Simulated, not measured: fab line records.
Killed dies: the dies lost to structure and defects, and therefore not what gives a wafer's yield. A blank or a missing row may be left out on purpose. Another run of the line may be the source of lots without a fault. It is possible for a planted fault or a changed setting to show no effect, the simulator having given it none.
fab line records | flow sky130
record: lots: 12 | wafers: 36 | last-day: 50
route steps=708 shown POLY_GATE@218 LDD_HVP@286 LDD_LDN@301 POLY_CUT@316 PAD_OPEN@708
lots untouched by any fault: they come from a run of this same line in which no faults occurred
start-h: start of the lot's first displayed wafer, in hours after the record's first day | wait-h: time in hours since the lot's previous step | " unchanged from the row above | L1.1+2: one row covering several wafers at once | - value missing, or start not given | * or withheld: withheld | < > ~ a bound
route shown NAME@n: names a module that has steps shown in the file, with the first one's number in the route | usual: mean and standard deviation over wafers with no fault | same: alike in all rows | chamber/n: place in a boat | sites: the reading at each site | _std_site: how widely they spread, as a standard deviation | _edge_site: mean of outer sites minus mean of inner sites | radius-mm: how far each site lies from the wafer's centre | mask NAME#n: copy n | behind: the tool/chamber that last shaped the wafer | hold: what put the lot on hold/how long, in hours/how the hold closed | device: the n, p or np transistor that did not switch | end of line: tests run on the same wafers once the route is complete | a step given without rows: its recipe and nothing more | killed: dies lost to structure and defects at the first sort, not the wafer's yield | map: a wafer's dies, marking killed ones x, the rest . and places with no die _
set.NAME: setting as actually run; set.NAME@STEP: the setting as run at that earlier step | model.NAME: the simulator's own value behind a step, which no gauge read
a sample of lots followed through the steps of the route, with each step as a table and each wafer as a row
services: a tool's chamber out of use, with start hour (start-h, from the record's first day; less than 0 if before it), hours out, and reason
== steps ==
step: SKY_POLY_GATE_THK_MEAS_04
recipe: reads: Si3N4_of_POLY_GATE_CVD_03
usual: POLY_GATE_CVD_03_THK: 74.6/0.78
lot.wafer | tool          | chamber | start-h | wait-h | POLY_GATE_CVD_03_THK[nm]
L107.1    | film-metro-02 | -       | 345.29  | 0.0    | 76.1
L107.3    | "             | -       | "       | "      | 76.4
L107.5    | "             | -       | "       | "      | 76.1
L112.1    | film-metro-02 | -       | 382.74  | 0.0    | 73.6
L112.2    | "             | -       | "       | "      | 73.4
L112.6    | "             | -       | "       | "      | 74.2
L114.1    | film-metro-04 | -       | 407.83  | 0.0    | 74.7
L114.5    | "             | -       | "       | "      | 74.4
L114.6    | "             | -       | "       | "      | 75.1
L115.4    | film-metro-04 | -       | 419.41  | 0.0    | 73.9
L115.5    | "             | -       | "       | "      | 73.8
L115.6    | "             | -       | "       | "      | 73.8
L116.1    | film-metro-01 | -       | 422.53  | 0.0    | 74.3
L116.2    | "             | -       | "       | "      | 73.8
L116.3    | "             | -       | "       | "      | 74.0
L120.2    | film-metro-04 | -       | 455.55  | 0.0    | 73.6
L120.4    | "             | -       | "       | "      | 74.1
L120.6    | "             | -       | "       | "      | 73.9
L121.2    | film-metro-01 | -       | 464.30  | 0.0    | 73.7
L121.4    | "             | -       | "       | "      | 73.7
L121.5    | "             | -       | "       | "      | 74.0
L122.1    | film-metro-02 | -       | 465.85  | 0.0    | 75.2
L122.3    | "             | -       | "       | "      | 75.4
L122.5    | "             | -       | "       | "      | 75.6
L125.1    | film-metro-04 | -       | 503.74  | 0.0    | 76.2
L125.2    | "             | -       | "       | "      | 75.1
L125.4    | "             | -       | "       | "      | 75.3
L127.2    | film-metro-01 | -       | 513.20  | 0.0    | 75.4
L127.3    | "             | -       | "       | "      | 75.3
L127.5    | "             | -       | "       | "      | 75.4
L128.1    | film-metro-01 | -       | 518.65  | 0.0    | 75.7
L128.2    | "             | -       | "       | "      | 75.7
L128.6    | "             | -       | "       | "      | 75.2
L130.1    | film-metro-02 | -       | 539.19  | 0.0    | 75.0
L130.4    | "             | -       | "       | "      | 75.2
L130.5    | "             | -       | "       | "      | 74.8
step: SKY_LDD_HVP_IMPLANT_08
recipe: species: B | energy-kev: 20 | dose-cm2: 1.7e+13 | tilt-deg: 17.9
usual: dose-ions-cm2: 1.6998e+13/1.6e+10 | faraday-current-uA: 95.9/1.9
lot.wafer | tool         | chamber | start-h | wait-h | dose-ions-cm2 | faraday-current-uA
L107.1    | implanter-03 | 0       | 499.40  | 0.0    | 1.6983e+13    | 98.1
L107.3    | "            | 0       | "       | "      | 1.6976e+13    | 96.3
L107.5    | "            | 0       | "       | "      | 1.7005e+13    | 96.8
L112.1    | implanter-04 | 0       | 538.40  | 0.0    | 1.6995e+13    | 98.1
L112.2    | "            | 0       | "       | "      | 1.6997e+13    | 95.5
L112.6    | "            | 0       | "       | "      | 1.7007e+13    | 95.7
L114.1    | implanter-03 | 0       | 565.01  | 0.0    | 1.6996e+13    | 99.9
L114.5    | "            | 0       | "       | "      | 1.7007e+13    | 95.7
L114.6    | "            | 0       | "       | "      | 1.6996e+13    | 95.8
L115.4    | implanter-04 | 0       | 577.84  | 0.1    | 1.6998e+13    | 94.8
L115.5    | "            | 0       | "       | "      | 1.6947e+13    | 94.7
L115.6    | "            | 0       | "       | "      | 1.6979e+13    | 98.3
L116.1    | implanter-03 | 0       | 578.71  | 0.0    | 1.6988e+13    | 97.8
L116.2    | "            | 0       | "       | "      | 1.7013e+13    | 97.3
L116.3    | "            | 0       | "       | "      | 1.6993e+13    | 94.5
L120.2    | implanter-04 | 0       | 607.83  | 0.0    | 1.2066e+13    | 65.4
L120.4    | "            | 0       | "       | "      | 1.2059e+13    | 68.1
L120.6    | "            | 0       | "       | "      | 1.2058e+13    | 68.9
L121.2    | implanter-03 | 0       | 616.33  | 0.0    | 1.7005e+13    | 97.1
L121.4    | "            | 0       | "       | "      | 1.6984e+13    | 94.5
L121.5    | "            | 0       | "       | "      | 1.7019e+13    | 96.4
L122.1    | implanter-04 | 0       | 617.39  | 0.1    | 1.2001e+13    | 66.0
L122.3    | "            | 0       | "       | "      | 1.2043e+13    | 67.7
L122.5    | "            | 0       | "       | "      | 1.2034e+13    | 69.2
L125.1    | implanter-03 | 0       | 652.75  | 0.0    | 1.7011e+13    | 97.7
L125.2    | "            | 0       | "       | "      | 1.6994e+13    | 96.1
L125.4    | "            | 0       | "       | "      | 1.7005e+13    | 96.3
L127.2    | implanter-03 | 0       | 662.18  | 0.0    | 1.7012e+13    | 94.2
L127.3    | "            | 0       | "       | "      | 1.7003e+13    | 95.4
L127.5    | "            | 0       | "       | "      | 1.6988e+13    | 98.3
L128.1    | implanter-03 | 0       | 667.91  | 0.0    | 1.7031e+13    | 97.5
L128.2    | "            | 0       | "       | "      | 1.7009e+13    | 95.4
L128.6    | "            | 0       | "       | "      | 1.7008e+13    | 93.4
L130.1    | implanter-04 | 0       | 685.66  | 0.0    | 1.7002e+13    | 97.9
L130.4    | "            | 0       | "       | "      | 1.7007e+13    | 93.4
L130.5    | "            | 0       | "       | "      | 1.6969e+13    | 95.3
step: SKY_LDD_HVP_TW_MEAS_10
usual: LDD_HVP_TW: 450/3.7
lot.wafer | tool          | chamber | start-h | wait-h | LDD_HVP_TW
L107.1    | film-metro-04 | -       | 499.65  | 0.1    | 451
L107.3    | "             | -       | "       | "      | 453
L107.5    | "             | -       | "       | "      | 451
L112.1    | film-metro-03 | -       | 538.65  | 0.1    | 448
L112.2    | "             | -       | "       | "      | 450
L112.6    | "             | -       | "       | "      | 451
L114.1    | film-metro-03 | -       | 565.26  | 0.1    | 446
L114.5    | "             | -       | "       | "      | 447
L114.6    | "             | -       | "       | "      | 448
L115.4    | film-metro-03 | -       | 578.05  | 0.1    | 449
L115.5    | "             | -       | "       | "      | 450
L115.6    | "             | -       | "       | "      | 446
L116.1    | film-metro-04 | -       | 578.96  | 0.1    | 452
L116.2    | "             | -       | "       | "      | 451
L116.3    | "             | -       | "       | "      | 452
L120.2    | film-metro-03 | -       | 608.07  | 0.1    | 402
L120.4    | "             | -       | "       | "      | 406
L120.6    | "             | -       | "       | "      | 406
L121.2    | film-metro-04 | -       | 616.57  | 0.1    | 446
L121.4    | "             | -       | "       | "      | 446
L121.5    | "             | -       | "       | "      | 448
L122.1    | film-metro-04 | -       | 617.64  | 0.1    | 401
L122.3    | "             | -       | "       | "      | 403
L122.5    | "             | -       | "       | "      | 404
L125.1    | film-metro-01 | -       | 653.00  | 0.1    | 454
L125.2    | "             | -       | "       | "      | 454
L125.4    | "             | -       | "       | "      | 455
L127.2    | film-metro-03 | -       | 662.41  | 0.1    | 443
L127.3    | "             | -       | "       | "      | 442
L127.5    | "             | -       | "       | "      | 443
L128.1    | film-metro-04 | -       | 668.16  | 0.1    | 452
L128.2    | "             | -       | "       | "      | 453
L128.6    | "             | -       | "       | "      | 455
L130.1    | film-metro-03 | -       | 685.91  | 0.1    | 451
L130.4    | "             | -       | "       | "      | 447
L130.5    | "             | -       | "       | "      | 447
step: SKY_LDD_LDN_STRIP_12
recipe: chemistry: O2/N2 | power-w: 1400 | pressure-mtorr: 1500 | platen-temp-c: withheld | o2-flow-sccm: 3000 | n2-flow-sccm: 300 | overash-fraction: 0.5
usual: chamber-pressure-mTorr: 1500.0/1.3 | drypump-motor-current-A: 5.9/0.42 | oes-product-au: 0.716/0.0044 | strip-time-to-endpoint-s: 14.17/0.037
same: overash-fraction: 0.5
lot.wafer | tool            | chamber | start-h | wait-h | chamber-pressure-mTorr | drypump-motor-current-A | oes-product-au | rf-hours-counter-h | strip-time-to-endpoint-s
L107.1    | plasma-asher-03 | 1       | 530.65  | 0.1    | 1498.8                 | 6.4                     | 0.713          | 84                 | 14.13
L107.3    | "               | 1       | "       | "      | 1501.5                 | 6.3                     | 0.710          | -                  | 14.11
L107.5    | "               | 1       | "       | "      | 1497.6                 | 6.3                     | 0.715          | -                  | 14.13
L112.1    | plasma-asher-02 | 1       | 569.15  | 0.1    | 1498.5                 | 6.0                     | 0.716          | 71                 | 14.21
L112.2    | "               | 0       | "       | "      | 1501.8                 | 6.1                     | 0.717          | 71                 | 14.22
L112.6    | "               | 0       | "       | "      | 1497.5                 | 6.2                     | 0.716          | -                  | 14.22
L114.1    | plasma-asher-04 | 1       | 595.00  | 0.1    | 1502.5                 | 5.4                     | 0.714          | 48                 | 14.16
L114.5    | "               | 0       | "       | "      | 1497.7                 | 5.5                     | 0.712          | -                  | 14.21
L114.6    | "               | 1       | "       | "      | 1503.2                 | 5.4                     | 0.715          | -                  | 14.14
L115.4    | plasma-asher-04 | 0       | 606.39  | 0.1    | 1500.8                 | 5.5                     | 0.720          | -                  | 14.21
L115.5    | "               | 1       | "       | "      | 1500.0                 | 5.4                     | 0.719          | -                  | 14.16
L115.6    | "               | 0       | "       | "      | 1500.0                 | 5.5                     | 0.715          | -                  | 14.14
L116.1    | plasma-asher-02 | 1       | 607.51  | 0.1    | 1502.0                 | 6.0                     | 0.717          | 76                 | 14.19
L116.2    | "               | 0       | "       | "      | 1501.1                 | 6.2                     | 0.721          | 76                 | 14.19
L116.3    | "               | 1       | "       | "      | 1500.0                 | 6.0                     | 0.715          | -                  | 14.19
L120.2    | plasma-asher-02 | 0       | 637.05  | 0.1    | 1500.9                 | 6.2                     | 0.719          | 79                 | 14.19
L120.4    | "               | 1       | "       | "      | 1499.8                 | 6.0                     | 0.724          | -                  | 14.17
L120.6    | "               | 1       | "       | "      | 1499.1                 | 6.0                     | 0.719          | -                  | 14.13
L121.2    | plasma-asher-03 | 1       | 646.01  | 0.1    | 1502.0                 | 6.3                     | 0.721          | 95                 | 14.14
L121.4    | "               | 0       | "       | "      | 1499.5                 | 6.6                     | 0.719          | -                  | 14.18
L121.5    | "               | 1       | "       | "      | 1497.7                 | 6.4                     | 0.724          | -                  | 14.18
L122.1    | plasma-asher-02 | 1       | 647.05  | 0.1    | 1500.6                 | 6.0                     | 0.718          | 80                 | 14.26
L122.3    | "               | 0       | "       | "      | 1499.1                 | 6.2                     | 0.710          | -                  | 14.18
L122.5    | "               | 0       | "       | "      | 1499.1                 | 6.2                     | 0.714          | -                  | 14.21
L125.1    | plasma-asher-04 | 0       | 681.60  | 0.1    | 1500.9                 | 5.5                     | 0.713          | 56                 | 14.20
L125.2    | "               | 1       | "       | "      | 1499.6                 | 5.4                     | 0.707          | 56                 | 14.25
L125.4    | "               | 1       | "       | "      | 1499.0                 | 5.4                     | 0.714          | -                  | 14.22
L127.2    | plasma-asher-04 | 1       | 690.80  | 0.1    | 1500.9                 | 5.4                     | 0.718          | 57                 | 14.15
L127.3    | "               | 0       | "       | "      | 1499.6                 | 5.5                     | 0.722          | -                  | 14.08
L127.5    | "               | 1       | "       | "      | 1498.6                 | 5.4                     | 0.715          | -                  | 14.13
L128.1    | plasma-asher-02 | 0       | 696.30  | 0.1    | 1499.8                 | 6.2                     | 0.715          | 85                 | 14.12
L128.2    | "               | 1       | "       | "      | 1500.0                 | 5.9                     | 0.727          | 85                 | 14.14
L128.6    | "               | 1       | "       | "      | 1502.3                 | 6.0                     | 0.715          | -                  | 14.16
L130.1    | plasma-asher-03 | 1       | 714.01  | 0.1    | 1500.2                 | 6.3                     | 0.717          | 102                | 14.14
L130.4    | "               | 0       | "       | "      | 1500.1                 | 6.6                     | 0.713          | -                  | 14.13
L130.5    | "               | 0       | "       | "      | 1498.8                 | 6.6                     | 0.715          | -                  | 14.12
step: SKY_POLY_CUT_OVL_MEAS_09
usual: POLY_CUT_OVL: 0/6.6
lot.wafer | tool       | chamber | start-h | wait-h | POLY_CUT_OVL[nm]
L107.1    | overlay-01 | -       | 562.64  | 0.1    | -4
L107.3    | "          | -       | "       | "      | -2
L107.5    | "          | -       | "       | "      | -9
L112.1    | overlay-01 | -       | 599.94  | 0.1    | -4
L112.2    | "          | -       | "       | "      | -2
L112.6    | "          | -       | "       | "      | 3
L115.4    | overlay-01 | -       | 638.31  | 0.1    | -6
L115.5    | "          | -       | "       | "      | -18
L115.6    | "          | -       | "       | "      | -10
L114.1    | overlay-02 | -       | 638.64  | 0.1    | 12
L114.5    | "          | -       | "       | "      | 8
L114.6    | "          | -       | "       | "      | 7
L116.1    | overlay-02 | -       | 640.44  | 0.1    | -4
L116.2    | "          | -       | "       | "      | -8
L116.3    | "          | -       | "       | "      | -2
L120.2    | overlay-01 | -       | 668.45  | 0.1    | -4
L120.4    | "          | -       | "       | "      | -11
L120.6    | "          | -       | "       | "      | -8
L121.2    | overlay-02 | -       | 675.64  | 0.1    | 2
L121.4    | "          | -       | "       | "      | -4
L121.5    | "          | -       | "       | "      | 1
L122.1    | overlay-02 | -       | 678.04  | 0.1    | 1
L122.3    | "          | -       | "       | "      | -3
L122.5    | "          | -       | "       | "      | -1
L125.1    | overlay-01 | -       | 711.44  | 0.1    | 2
L125.2    | "          | -       | "       | "      | 6
L125.4    | "          | -       | "       | "      | 12
L127.2    | overlay-02 | -       | 720.15  | 0.1    | -3
L127.3    | "          | -       | "       | "      | -6
L127.5    | "          | -       | "       | "      | -5
L128.1    | overlay-01 | -       | 726.79  | 0.1    | 0
L128.2    | "          | -       | "       | "      | 5
L128.6    | "          | -       | "       | "      | 7
L130.1    | overlay-02 | -       | 742.89  | 0.1    | -2
L130.4    | "          | -       | "       | "      | 1
L130.5    | "          | -       | "       | "      | 0
step: SKY_PAD_OPEN_PROBE_99
usual: killed_at_M0_to_M3: 44/7.1 | killed_at_M4_up: 3/1.6 | killed-at-contacts: 24/5.4 | killed-at-front-end: 15/4.7 | killed-at-other: 0.3/0.51 | killed-dies: 87/9.9 | killed-open: 48/7.6 | killed-short: 39/6.3
same: gross-dies: 492 | killed-at-back-side: 0
lot.wafer | tool      | chamber | start-h | wait-h | killed_at_M0_to_M3 | killed_at_M4_up | killed-at-contacts | killed-at-front-end | killed-at-other | killed-dies | killed-open | killed-short
L114.1    | prober-02 | -       | 1132.20 | 0.1    | 44                 | 1               | 19                 | 12                  | 0               | 76          | 51          | 25
L114.5    | prober-02 | -       | 1132.40 | 0.2    | 52                 | 3               | 30                 | 9                   | 0               | 94          | 60          | 34
L114.6    | prober-02 | -       | 1132.45 | 0.2    | 47                 | 3               | 21                 | 19                  | 1               | 91          | 56          | 35
L127.2    | prober-01 | -       | 1180.74 | 0.1    | 51                 | 3               | 29                 | 26                  | 0               | 109         | 57          | 52
L127.3    | prober-01 | -       | 1180.79 | 0.2    | 49                 | 1               | 26                 | 14                  | 0               | 90          | 37          | 53
L127.5    | prober-01 | -       | 1180.89 | 0.2    | 40                 | 3               | 26                 | 22                  | 0               | 91          | 51          | 40
killed by level:class
L114.1 VIA1:geometric-particle:open=12 CONTACT:geometric-particle:open=8 VIA3:geometric-particle:open=6 POLY_GATE:geometric-particle:open=5 VIA1:geometric-particle:short=5 LI_CONTACT:geometric-particle:open=4 CONTACT:geometric-particle:short=4 METAL1:geometric-particle:open=4
L114.5 VIA1:geometric-particle:open=19 CONTACT:geometric-particle:open=15 VIA3:geometric-particle:open=11 METAL2:geometric-particle:short=7 LI_CONTACT:geometric-particle:open=6 LOCAL_INTERCONNECT:geometric-particle:short=4 POLY_GATE:geometric-particle:open=3 VIA1:geometric-particle:short=3
L114.6 VIA1:geometric-particle:open=10 VIA3:geometric-particle:open=10 LI_CONTACT:geometric-particle:open=9 CONTACT:geometric-particle:open=8 VIA2:geometric-particle:open=7 VIA3:geometric-particle:short=6 FIELD_ISO:geometric-particle:short=5 SPACER:geometric-particle:open=5
L127.2 VIA1:geometric-particle:open=15 LI_CONTACT:geometric-particle:open=9 LOCAL_INTERCONNECT:geometric-particle:short=8 CONTACT:geometric-particle:open=7 FIELD_ISO:geometric-particle:short=6 VIA1:geometric-particle:short=6 POLY_GATE:geometric-particle:short=5 VIA2:geometric-particle:open=5
L127.3 METAL1:geometric-particle:short=11 VIA1:geometric-particle:open=8 LI_CONTACT:geometric-particle:open=8 CONTACT:geometric-particle:short=6 VIA2:geometric-particle:short=6 METAL2:geometric-particle:short=6 VIA3:geometric-particle:open=6 FIELD_ISO:geometric-particle:short=5
L127.5 CONTACT:geometric-particle:open=9 VIA1:geometric-particle:open=9 VIA2:geometric-particle:open=8 LI_CONTACT:geometric-particle:open=7 POLY_GATE:geometric-particle:open=6 FIELD_ISO:geometric-particle:short=5 VIA2:geometric-particle:short=5 CONTACT:geometric-particle:short=5
== services ==
tool            | chamber | start-h | hours | kind
implanter-03    | -       | 511.64  | 3.7   | pm
plasma-asher-03 | -       | 532.71  | 5.9   | repair
implanter-04    | -       | 562.68  | 6.6   | repair
implanter-03    | -       | 576.57  | 1.5   | repair
plasma-asher-04 | -       | 643.00  | 0.3   | repair
implanter-03    | -       | 643.45  | 1.5   | repair
== key ==
first-sign: step: SKY_LDD_HVP_IMPLANT_08 | reading: dose-ions-cm2 | direction: down | sigmas: 99+ | usual: * | struck: *
effect: step: SKY_LDD_HVP_IMPLANT_08 | reading: faraday-current-uA | direction: down | sigmas: 15 | usual: 95.9 | struck: 67.6
effect: step: SKY_LDD_HVP_TW_MEAS_10 | reading: LDD_HVP_TW | direction: down | sigmas: 13 | usual: 450 | struck: 404
met-at SKY_LDD_HVP_IMPLANT_08
struck-lots L120,L122
tester-left-out L120,L122
not-acting-at SKY_POLY_GATE_THK_MEAS_04,SKY_LDD_LDN_STRIP_12,SKY_POLY_CUT_OVL_MEAS_09
onset-between 577.84 607.83
fault: kind: process-parameter-drift | tool: implanter-04 | chamber: - | onset-h: 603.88 | steps: SKY_LDD_HVP_IMPLANT_08 | channel: dose-cm2 | offset: * | shape: step | end-h: 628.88 | acts-in: * | stated: *
tester-left-out: of these lots the tester's yield and bins aren't shown, on N5 and GAA mostly nor the transistor test; their killed dies are dies lost to structure and defects alone, not to doping, threshold or leakage, so they don't give the yield
